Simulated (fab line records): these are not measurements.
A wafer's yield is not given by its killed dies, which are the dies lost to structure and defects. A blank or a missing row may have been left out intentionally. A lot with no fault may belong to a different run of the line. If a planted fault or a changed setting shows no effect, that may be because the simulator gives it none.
Matching of chambers || flow sky130 || SKY_VIA3_ETCH_15 on rieDiel-04 has 4 sister chambers
The step etches SiO2 in C4F8/O2/Ar, stops on TiN, target depth 507 nm, time 78 s. 7 wafers are shown with their chamber, then 10 later ones without.

== WAFERS, EACH WITH ITS CHAMBER ==
{"wafer": "L081.5", "chamber": 3, "oesProductAu (a.u.)": 0.950}
{"wafer": "L083.3", "chamber": 2, "oesProductAu (a.u.)": 0.936}
{"wafer": "L083.5", "chamber": 1, "oesProductAu (a.u.)": 0.930}
{"wafer": "L086.2", "chamber": 1, "oesProductAu (a.u.)": 0.929}
{"wafer": "L086.6", "chamber": 0, "oesProductAu (a.u.)": 0.929}
{"wafer": "L089.1", "chamber": 0, "oesProductAu (a.u.)": 0.938}
{"wafer": "L089.5", "chamber": 2, "oesProductAu (a.u.)": 0.937}

== WAFERS MISSING THEIR CHAMBER ==
{"wafer": "L089.6", "oesProductAu (a.u.)": 0.931}
{"wafer": "L092.1", "oesProductAu (a.u.)": 0.937}
{"wafer": "L092.2", "oesProductAu (a.u.)": 0.932}
{"wafer": "L092.3", "oesProductAu (a.u.)": 0.933}
{"wafer": "L092.4", "oesProductAu (a.u.)": 0.938}
{"wafer": "L092.5", "oesProductAu (a.u.)": 0.928}
{"wafer": "L092.6", "oesProductAu (a.u.)": 0.931}
{"wafer": "L095.1", "oesProductAu (a.u.)": 0.937}
{"wafer": "L095.3", "oesProductAu (a.u.)": 0.934}
{"wafer": "L095.6", "oesProductAu (a.u.)": 0.944}

== WHICH CHAMBER EACH ONE RAN IN ==
{"wafer": "L089.6", "from the rows above": "can't be placed: 1 or 0 or 2", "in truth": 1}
{"wafer": "L092.1", "from the rows above": "can't be placed: 2 or 0 or 1", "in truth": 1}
{"wafer": "L092.2", "from the rows above": "can't be placed: 0 or 1 or 2", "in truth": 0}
{"wafer": "L092.3", "from the rows above": "can't be placed: 0 or 1 or 2", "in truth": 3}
{"wafer": "L092.4", "from the rows above": "can't be placed: 2 or 0 or 1", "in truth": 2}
{"wafer": "L092.5", "from the rows above": "can't be placed: 1 or 0 or 2", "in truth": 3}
{"wafer": "L092.6", "from the rows above": "can't be placed: 1 or 0 or 2", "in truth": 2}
{"wafer": "L095.1", "from the rows above": "can't be placed: 2 or 0 or 1", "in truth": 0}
{"wafer": "L095.3", "from the rows above": "can't be placed: 0 or 2 or 1", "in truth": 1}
{"wafer": "L095.6", "from the rows above": "can't be placed: 3 or 2 or 0", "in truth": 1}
Correctly placed: 0 of 10. Not placeable from these rows: 10 (in 7, the candidates include the true chamber). Wrongly placed: 0.
How it was worked out, from the rows above alone: a wafer's distance from a chamber is the root of the sum, over the readings, of the square of ((its reading less the chamber's mean) divided by the reading's scatter). The wafer belongs to the nearest chamber; if the next one is less than 2 further off, it can't be placed. Each chamber's mean is taken over the wafers shown for it. The scatter: take each reading less its chamber's mean, square it, sum over the shown wafers, divide by the number of wafers less the number of chambers, and take the root.
